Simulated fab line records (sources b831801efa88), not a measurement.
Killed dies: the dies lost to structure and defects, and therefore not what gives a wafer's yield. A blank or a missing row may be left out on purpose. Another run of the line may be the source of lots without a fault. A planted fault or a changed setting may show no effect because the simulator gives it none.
Which tool did it? -- flow sky130 -- route of 708 steps, sampled at 1 step: 12 lots, 36 wafers

== WHAT EACH GAUGE READ, for each wafer ==
SKY_METAL2_OVL_MEAS_16.
lot,measured,on,METAL2_OVL (nm)
L075,day 35 09:51,overlay-01,2 9 5
L077,day 35 23:17,overlay-01,10 6 8
L079,day 36 16:11,overlay-01,13 14 3
L081,day 37 09:38,overlay-01,1 14 4
L083,day 38 05:46,overlay-02,2 1 5
L085,day 38 16:37,overlay-01,7 6 14
L087,day 39 08:53,overlay-01,3 -7 0
L089,day 39 23:49,overlay-02,-7 2 -5
L092,day 40 17:56,overlay-02,6 11 6
L093,day 41 01:58,overlay-02,-2 6 4
L095,day 41 13:28,overlay-01,-6 5 10
L097,day 42 01:40,overlay-01,11 10 7

== TOOL THAT RAN EACH LOT (tool first, then ch and the chambers of the sampled wafers, then the start) ==
No process step before these readings appears in the record.

== THE ANSWER, worked out from the rows above alone ==
Rule: what is usual is taken from the lots themselves. The widest of any qualifying gaps counts: lots, ordered by their means at a reading, are off when they make up no more than a third of the lots, leave a main group of 4 or more, and stand apart from it by 3 or more times the standard deviation of that group's means. A main group whose means are all the same, to the digits that the tables above print for the reading, isn't used. Also off: a lot with no number at a reading for which 4 or more lots have one. The other lots that the step has rows for count as sound.
Across all readings shown, no lot is off: no conclusion can be drawn from this.

== WHAT WAS PUT IN BY THE SIMULATOR ==
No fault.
